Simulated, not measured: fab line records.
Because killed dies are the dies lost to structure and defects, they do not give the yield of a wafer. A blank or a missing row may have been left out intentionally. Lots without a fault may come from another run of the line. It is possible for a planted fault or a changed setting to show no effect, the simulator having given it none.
fab line records | flow sky130
record: lots: 6 wafers: 18 last_day: 50
route steps=708 shown GATE_OXIDE@191 POLY_GATE@204 PAD_OPEN@708
lots that met no fault: from a run of the same line without faults
start_h: hours from the record's opening day to when the first of the lot's shown wafers began | wait_h: how many hours have passed since the lot's step before this one | " the same as in the row above | L1.1+2: several wafers, shown together as one row | - no value present, or no start provided | * or withheld: withheld | < > ~ a bound
route shown NAME@n: names a module that has steps shown in the file, with the first one's number in the route | usual: average and standard deviation across the fault-free wafers | same: alike in all rows | chamber/n: place in a boat | sites: each site's reading | _std_site: standard deviation of those values | _edge_site: the outer-site mean with the inner-site mean subtracted | radius_mm: for every site, how far away it sits from the centre of the wafer | mask NAME#n: copy n | behind: tool/chamber where the wafer was last shaped | hold: cause of the lot's hold/its duration in hours/its outcome | device: the n, p or np transistor that did not switch | end of line: the tests these same wafers got at the end of their route | for a step that has no rows: nothing shown but its recipe | killed: count of dies lost to structure and defects at first sort (not the wafer's yield) | map: shows each die of a wafer: x if killed, . if not, _ if none is there
set.NAME: setting as actually run; set.NAME@STEP: the setting as run at that earlier step | model.NAME: the simulator's own value behind a step, which no gauge read
lots at some steps of the route; a table a step, a row a wafer
services: the hour from which a tool's chamber was out of use, counted from the record's first day as start_h (under 0 if before that day), plus the number of hours and why
== steps ==
step: SKY_GATE_OXIDE_HMDS_04
recipe: prime_time_s: 60 prime_temp_c: 120
step: SKY_GATE_OXIDE_COAT_05
recipe: resist: NOVOLAK spin_rpm: 3000 resist_thk_nm: 1140
step: SKY_GATE_OXIDE_SOFTBAKE_06
recipe: temp_c: 90 time_s: 60 resist: NOVOLAK
step: SKY_GATE_OXIDE_EXPOSE_07
recipe: mask_id: LVOM na: 0.6 source_shape: conventional sigma_outer: 0.6 polarization: unpolarized target_cd_nm: 600 dose_mj: 170
step: SKY_GATE_OXIDE_PEB_08
recipe: temp_c: withheld time_s: * resist: NOVOLAK
step: SKY_GATE_OXIDE_DEVELOP_09
recipe: resist: NOVOLAK developer: TMAH develop_time_s: 60 dev_temp_c: 23
step: SKY_GATE_OXIDE_OVL_MEAS_10
usual: GATE_OXIDE_OVL: 0.6/1.3
columns lot.wafer tool chamber start_h wait_h GATE_OXIDE_OVL[nm]
L767.2 overlay-01 - 309.46 0.1 0.2
L767.3 " - " " 3.0
L767.4 " - " " 3.5
L769.3 overlay-02 - 324.72 0.1 1.2
L769.5 " - " " 3.5
L769.6 " - " " 1.8
L776.3 overlay-02 - 377.65 0.1 0.0
L776.5 " - " " 0.1
L776.6 " - " " 2.0
L775.2 overlay-02 - 380.30 0.1 2.7
L775.3 " - " " 2.3
L775.6 " - " " 2.2
L788.1 overlay-01 - 484.34 0.1 -0.7
L788.2 " - " " 1.1
L788.4 " - " " 1.7
L789.1 overlay-01 - 495.45 0.1 0.3
L789.2 " - " " 0.8
L789.6 " - " " -0.1
step: SKY_GATE_OXIDE_IMPLANT_11
recipe: species: B energy_kev: 10 dose_cm2: 2.6e+12 tilt_deg: withheld
step: SKY_GATE_OXIDE_WET_ETCH_12
recipe: chemistry: dHF target_depth_nm: 16.8 dry: n2_spin target: SiO2 dilution: 100:1 temp_c: 25 time_s: 336
step: SKY_GATE_OXIDE_STRIP_13
recipe: chemistry: O2/N2 power_w: 1400 pressure_mtorr: 1500 platen_temp_c: withheld o2_flow_sccm: 3000 n2_flow_sccm: 300 overash_fraction: 0.5
usual: drypump_motor_current_A: 5.6/0.47 oes_product_au: 0.716/0.0047 strip_time_to_endpoint_s: 14.20/0.039
same: overash_fraction: 0.5
columns lot.wafer tool chamber start_h wait_h drypump_motor_current_A oes_product_au rf_hours_counter_h strip_time_to_endpoint_s
L767.2 plasma_asher-03 1 309.76 0.0 4.9 0.715 64 14.20
L767.3 " 0 " " 6.3 0.717 - 14.20
L767.4 " 1 " " 4.9 0.716 - 14.17
L769.3 plasma_asher-03 1 325.03 0.0 4.9 0.714 - 14.20
L769.5 " 0 " " 6.3 0.708 - 14.15
L769.6 " 1 " " 4.9 0.714 - 14.15
L776.3 plasma_asher-03 1 377.98 0.0 4.9 0.728 - 14.28
L776.5 " 0 " " 6.2 0.716 - 14.27
L776.6 " 1 " " 4.9 0.718 - 14.27
L775.2 plasma_asher-04 0 380.59 0.0 5.6 0.724 25 14.30
L775.3 " 1 " " 5.8 0.715 - 14.23
L775.6 " 0 " " 5.6 0.717 - 14.25
L788.1 plasma_asher-03 1 484.63 0.0 4.9 0.710 5 14.18
L788.2 " 0 " " 6.3 0.717 5 14.26
L788.4 " 0 " " 6.3 0.722 - 14.22
L789.1 plasma_asher-04 0 495.74 0.0 5.6 0.711 37 14.16
L789.2 " 1 " " 5.8 0.719 37 14.22
L789.6 " 0 " " 5.6 0.710 - 14.17
step: SKY_GATE_OXIDE_TW_MEAS_14
usual: GATE_OXIDE_TW: 223.8/1.5
columns lot.wafer tool chamber start_h wait_h GATE_OXIDE_TW
L767.2 film_metro-01 - 309.87 0.1 223.0
L767.3 " - " " 222.2
L767.4 " - " " 223.1
L769.3 film_metro-02 - 325.12 0.1 225.9
L769.5 " - " " 225.9
L769.6 " - " " 225.6
L776.3 film_metro-02 - 378.07 0.1 225.3
L776.5 " - " " 224.1
L776.6 " - " " 224.6
L775.2 film_metro-01 - 380.70 0.1 222.3
L775.3 " - " " 222.7
L775.6 " - " " 222.9
L788.1 film_metro-02 - 484.73 0.1 224.6
L788.2 " - " " 225.4
L788.4 " - " " 227.0
L789.1 film_metro-03 - 495.84 0.1 224.0
L789.2 " - " " 223.1
L789.6 " - " " 224.8
step: SKY_GATE_OXIDE_CLEAN_15
recipe: chemistry: SC1/SC2 mix: 1:4:20 temp_c: 70 time_s: 150 dry: n2_spin
step: SKY_GATE_OXIDE_OXIDATION_16
recipe: temp_c: 800 ambient: O2 idle_temp_c: 700 ramp_up_c_per_min: 10 ramp_down_c_per_min: 3 stabilise_s: 600 purge_s: 300 target_thk_a: 35.7 ox_time_s: 1915
usual: spike_tc_bottom_C: 820.3/0.93 spike_tc_centre_C: 800.2/1 spike_tc_lower_C: 801.9/1.9 spike_tc_upper_C: 799.8/1.2 tube_center_temp_C_max: 802.08/0.3 zone_power_bottom_pct: 21.1/0.46 zone_power_centre_pct: 14.18/0.14 zone_power_lower_pct: 14.4/0.35
columns lot.wafer tool chamber start_h wait_h spike_tc_bottom_C spike_tc_centre_C spike_tc_lower_C spike_tc_upper_C tube_center_temp_C_max zone_power_bottom_pct zone_power_centre_pct zone_power_lower_pct model.SiO2_of_GATE_OXIDE_OXIDATION_01.thk_nm
L767.2 furnace-02 0 310.15 0.2 822.4 799.8 798.5 800.9 802.12 20.2 13.92 14.6 11.44
L767.3 " 0 " " 819.5 799.7 800.4 800.4 801.50 20.5 14.00 14.8 11.47
L767.4 " 0 " " 821.1 799.6 800.2 800.1 801.83 20.3 14.43 15.0 11.46
L769.3 furnace-01 0 325.50 0.3 820.3 801.0 802.3 797.9 801.84 21.5 14.31 14.4 11.63
L769.5 " 0 " " 819.2 801.3 804.1 800.1 802.44 21.4 14.34 14.2 11.36
L769.6 " 0 " " 820.4 798.1 802.6 801.4 801.73 21.7 14.02 14.4 11.6
L776.3 furnace-01 0 379.29 1.1 813.6 795.0 845.5 799.6 801.79 16.5 8.23 27.4 11.57
L776.5 " 0 " " 814.1 794.1 847.0 799.5 802.32 16.1 8.16 27.6 11.72
L776.6 " 0 " " 812.7 795.2 846.5 799.4 801.69 16.2 8.25 27.6 11.71
L775.2 furnace-01 0 380.82 0.0 813.4 794.0 846.4 801.4 801.85 16.1 8.29 27.4 12.11
L775.3 " 0 " " 812.7 794.3 847.2 799.8 802.00 16.4 8.23 27.5 12.09
L775.6 " 0 " " 812.3 795.2 846.4 800.3 801.89 16.7 8.29 27.7 12.01
L788.1 furnace-01 0 485.54 0.7 819.5 799.4 802.1 799.7 801.60 21.1 14.31 14.2 11.65
L788.2 " 0 " " 819.6 799.9 804.7 800.6 801.67 21.6 14.23 14.2 11.49
L788.4 " 0 " " 820.8 802.3 802.4 799.0 802.16 21.2 13.95 14.3 11.56
L789.1 furnace-02 0 495.95 0.0 820.8 800.3 801.0 800.4 802.28 20.3 14.38 14.7 11.62
L789.2 " 0 " " 822.2 798.9 800.1 800.9 802.15 20.4 14.11 14.9 11.77
L789.6 " 0 " " 821.0 800.4 799.2 800.6 802.38 20.5 14.00 14.4 11.52
step: SKY_POLY_GATE_CVD_00
recipe: material: poly-Si target_thk_nm: 180 temp_c: 620 time_s: 720 pressure_mtorr: 200
step: SKY_PAD_OPEN_PROBE_99
usual: killed_at_M0_to_M3: 43/6.8 killed_at_M4_up: 3.2/1.8 killed_at_contacts: 24/5.2 killed_at_front_end: 15/4.2 killed_at_other: 0.4/0.62 killed_dies: 85/8.7 killed_open: 46/6.7 killed_short: 39/5.9
same: gross_dies: 492 killed_at_back_side: 0
columns lot.wafer tool chamber start_h wait_h killed_at_M0_to_M3 killed_at_M4_up killed_at_contacts killed_at_front_end killed_at_other killed_dies killed_open killed_short model.etest.nfet_16v.r_on_ohm_um model.etest.pfet_01v8.r_on_ohm_um model.etest.tip_sonos.rs_ohm_sq model.etest.pfet_g5v0d10v5.r_on_ohm_um model.etest.nfet_01v8.r_on_ohm_um model.etest.nfet_01v8_lvt.drive_ua_um model.etest.nfet_01v8_swapped.drive_ua_um model.etest.nfet_01v8_turned.drive_ua_um
L767.2 prober-01 - 1069.87 0.1 54 2 26 15 0 97 51 46 1.386e+04 2932 2643 4770 837.5 569 497.1 494.6
L767.3 prober-01 - 1069.92 0.2 33 2 45 10 0 90 43 47 1.388e+04 2932 2662 4796 859.2 555.2 482.9 485.1
L767.4 prober-01 - 1069.97 0.2 46 1 28 10 0 85 51 33 1.382e+04 2868 2643 4764 847.4 563.8 491.1 492.3
L769.3 prober-01 - 1082.37 0.2 41 1 31 15 0 88 50 38 1.38e+04 2825 2608 4788 794.2 598.2 524.4 525.1
L769.5 prober-01 - 1082.47 0.2 46 3 17 21 0 87 48 39 1.372e+04 2917 2548 4746 808.3 589.2 520.8 521.4
L769.6 prober-01 - 1082.52 0.2 33 2 20 10 0 65 34 30 1.388e+04 2866 2633 4764 808.1 589.9 523.3 526.4
L776.3 prober-01 - 1124.96 0.2 33 2 24 10 0 69 35 34 1.42e+04 2936 2729 4696 827.5 575 507.2 501.4
L776.5 prober-01 - 1125.06 0.2 34 5 23 16 0 78 46 32 1.433e+04 2969 2750 4767 850 561.2 492 490.2
L776.6 prober-01 - 1125.11 0.2 45 5 28 4 0 82 53 29 1.414e+04 2925 2743 4693 839 567.1 496.6 501
L775.2 prober-02 - 1125.40 0.1 55 2 27 6 0 90 50 40 1.443e+04 3059 2767 4741 938.3 495.4 429.6 423
L775.3 prober-02 - 1125.45 0.2 38 5 29 7 1 80 38 42 1.456e+04 3106 2798 4874 958.8 477.7 409.1 414.5
L775.6 prober-02 - 1125.60 0.2 38 4 15 15 0 72 41 31 1.438e+04 3068 2733 4745 944.3 495.9 423.2 422
L788.1 prober-01 - 1187.36 0.1 35 3 21 17 0 76 44 32 1.419e+04 3018 2659 4784 848.6 558.4 492.9 493
L788.2 prober-01 - 1187.41 0.1 46 4 23 9 0 82 45 37 1.4e+04 3035 2607 4761 854.3 558.9 489.2 489
L788.4 prober-01 - 1187.51 0.2 56 3 23 14 0 96 46 49 1.408e+04 3036 2617 4816 856.9 557.4 488.9 486.9
L789.1 prober-02 - 1190.63 0.1 51 1 21 9 1 83 44 38 1.413e+04 2945 2641 4851 833.3 581.2 505.1 506.2
L789.2 prober-02 - 1190.68 0.1 50 3 32 14 1 100 52 47 1.419e+04 2956 2642 4918 830 579.9 510.5 504.3
L789.6 prober-02 - 1190.88 0.2 42 4 26 11 0 83 42 39 1.407e+04 2920 2603 4786 812 584.5 515.2 511
killed by level:class
L767.2 VIA1:geometric_particle:open=15 CONTACT:geometric_particle:open=10 METAL1:geometric_particle:short=7 VIA1:geometric_particle:short=7 LOCAL_INTERCONNECT:geometric_particle:short=6 VIA2:geometric_particle:open=5 METAL2:geometric_particle:short=5 VIA3:geometric_particle:open=4
L767.3 CONTACT:geometric_particle:open=14 LI_CONTACT:geometric_particle:open=12 CONTACT:geometric_particle:short=8 VIA3:geometric_particle:short=7 LI_CONTACT:geometric_particle:short=5 LOCAL_INTERCONNECT:geometric_particle:short=5 METAL1:geometric_particle:short=5 VIA1:geometric_particle:short=5
L767.4 VIA1:geometric_particle:open=14 CONTACT:geometric_particle:open=8 LI_CONTACT:geometric_particle:open=7 CONTACT:geometric_particle:short=5 VIA3:geometric_particle:open=5 LI_CONTACT:geometric_particle:short=4 METAL2:geometric_particle:open=4 VIA3:geometric_particle:short=4
L769.3 CONTACT:geometric_particle:open=16 VIA1:geometric_particle:open=7 METAL1:geometric_particle:short=6 METAL2:geometric_particle:short=6 VIA3:geometric_particle:open=6 POLY_GATE:geometric_particle:short=5 POLY_GATE:geometric_particle:open=5 VIA2:geometric_particle:open=5
L769.5 VIA3:geometric_particle:open=11 VIA2:geometric_particle:open=9 CONTACT:geometric_particle:open=9 FIELD_ISO:geometric_particle:short=7 VIA1:geometric_particle:short=7 VIA1:geometric_particle:open=6 POLY_GATE:geometric_particle:short=5 METAL1:geometric_particle:short=4
L769.6 VIA1:geometric_particle:open=8 METAL1:geometric_particle:short=6 FIELD_ISO:geometric_particle:open=5 CONTACT:geometric_particle:open=5 VIA3:geometric_particle:open=5 LI_CONTACT:geometric_particle:open=4 LOCAL_INTERCONNECT:geometric_particle:short=4 METAL2:geometric_particle:short=4
L776.3 LOCAL_INTERCONNECT:geometric_particle:short=8 VIA1:geometric_particle:open=6 LI_CONTACT:geometric_particle:open=6 METAL1:geometric_particle:short=6 VIA3:geometric_particle:open=6 CONTACT:geometric_particle:open=5 METAL2:geometric_particle:short=4 FIELD_ISO:geometric_particle:short=3
L776.5 LI_CONTACT:geometric_particle:open=9 FIELD_ISO:geometric_particle:open=7 VIA1:geometric_particle:open=7 VIA2:geometric_particle:open=7 CONTACT:geometric_particle:open=4 METAL1:geometric_particle:short=4 VIA1:geometric_particle:short=4 CONTACT:geometric_particle:short=3
L776.6 VIA1:geometric_particle:open=17 CONTACT:geometric_particle:open=14 METAL1:geometric_particle:short=8 VIA2:geometric_particle:open=7 LI_CONTACT:geometric_particle:open=5 LOCAL_INTERCONNECT:geometric_particle:short=4 VIA1:geometric_particle:short=4 METAL4:geometric_particle:short=4
L775.2 VIA1:geometric_particle:open=11 VIA2:geometric_particle:open=9 METAL1:geometric_particle:short=8 LOCAL_INTERCONNECT:geometric_particle:short=7 METAL2:geometric_particle:short=6 LI_CONTACT:geometric_particle:open=6 CONTACT:geometric_particle:open=6 VIA2:geometric_particle:short=5
L775.3 LI_CONTACT:geometric_particle:open=8 CONTACT:geometric_particle:open=8 CONTACT:geometric_particle:short=7 METAL1:geometric_particle:short=7 VIA1:geometric_particle:open=7 VIA3:geometric_particle:open=7 VIA1:geometric_particle:short=5 LOCAL_INTERCONNECT:geometric_particle:short=4
L775.6 VIA2:geometric_particle:open=12 VIA1:geometric_particle:open=7 FIELD_ISO:geometric_particle:short=5 CONTACT:geometric_particle:short=5 METAL1:geometric_particle:short=5 VIA3:geometric_particle:open=4 POLY_GATE:geometric_particle:open=4 CONTACT:geometric_particle:open=4
L788.1 LI_CONTACT:geometric_particle:open=7 VIA1:geometric_particle:open=7 CONTACT:geometric_particle:open=6 FIELD_ISO:geometric_particle:short=5 POLY_GATE:geometric_particle:open=4 METAL1:geometric_particle:short=4 METAL2:geometric_particle:short=4 VIA2:geometric_particle:short=4
L788.2 VIA3:geometric_particle:open=12 VIA1:geometric_particle:open=10 METAL2:geometric_particle:short=7 LOCAL_INTERCONNECT:geometric_particle:short=6 FIELD_ISO:geometric_particle:short=5 LI_CONTACT:geometric_particle:open=5 CONTACT:geometric_particle:open=5 VIA1:geometric_particle:short=5
L788.4 VIA1:geometric_particle:open=11 VIA1:geometric_particle:short=8 LI_CONTACT:geometric_particle:open=7 VIA3:geometric_particle:short=7 CONTACT:geometric_particle:open=6 VIA2:geometric_particle:open=6 METAL2:geometric_particle:short=6 VIA3:geometric_particle:open=6
L789.1 VIA1:geometric_particle:open=11 METAL2:geometric_particle:short=9 CONTACT:geometric_particle:open=7 LOCAL_INTERCONNECT:geometric_particle:short=6 VIA1:geometric_particle:short=6 METAL3:geometric_particle:short=6 VIA2:geometric_particle:open=5 VIA3:geometric_particle:open=5
L789.2 VIA1:geometric_particle:open=10 CONTACT:geometric_particle:open=9 METAL2:geometric_particle:short=9 LI_CONTACT:geometric_particle:open=7 VIA2:geometric_particle:open=7 LI_CONTACT:geometric_particle:short=5 LOCAL_INTERCONNECT:geometric_particle:short=5 CONTACT:geometric_particle:short=5
L789.6 CONTACT:geometric_particle:open=9 VIA2:geometric_particle:open=6 LOCAL_INTERCONNECT:geometric_particle:short=6 VIA1:geometric_particle:open=6 METAL2:geometric_particle:short=6 VIA3:geometric_particle:open=6 METAL4:geometric_particle:short=4 LOCAL_INTERCONNECT:geometric_particle:open=4
== services ==
columns tool chamber start_h hours kind
plasma_asher-04 - 309.93 2.8 pm
furnace-01 - 397.63 3.7 pm
plasma_asher-03 - 421.28 9.0 pm
plasma_asher-03 0 421.28 9.0 vent_cycle
plasma_asher-03 1 421.28 9.0 vent_cycle
plasma_asher-03 0 430.28 - clean
plasma_asher-03 1 430.28 - clean
furnace-02 - 437.16 5.3 pm
plasma_asher-03 - 489.02 14.6 pm
== key ==
first_sign: step: SKY_GATE_OXIDE_OXIDATION_16 reading: zone_power_centre_pct direction: down sigmas: 42 usual: 14.18 struck: 8.24
effect: step: SKY_GATE_OXIDE_OXIDATION_16 reading: zone_power_lower_pct direction: up sigmas: 37 usual: 14.4 struck: 27.5
model_effect: step: SKY_GATE_OXIDE_OXIDATION_16 value: SiO2_of_GATE_OXIDE_OXIDATION_01.thk_nm without: 11.56 struck: 11.87
model_effect: step: SKY_PAD_OPEN_PROBE_99 value: etest.nfet_16v.r_on_ohm_um without: 1.418e+04 struck: 1.434e+04
met_at SKY_GATE_OXIDE_OXIDATION_16
struck_wafers L775.2,L775.3,L775.6,L776.3,L776.5,L776.6
tester_left_out L775,L776
onset_between 325.50 379.29
fault: kind: process_parameter_drift tool: furnace-01 chamber: - onset_h: 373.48 steps: SKY_GATE_OXIDE_OXIDATION_16 channel: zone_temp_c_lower offset: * shape: step end_h: 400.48
tester_left_out: of these lots the tester's yield and bins aren't shown, on N5 and GAA mostly nor the transistor test; their killed dies are dies lost to structure and defects alone, not to doping, threshold or leakage, so they don't give the yield
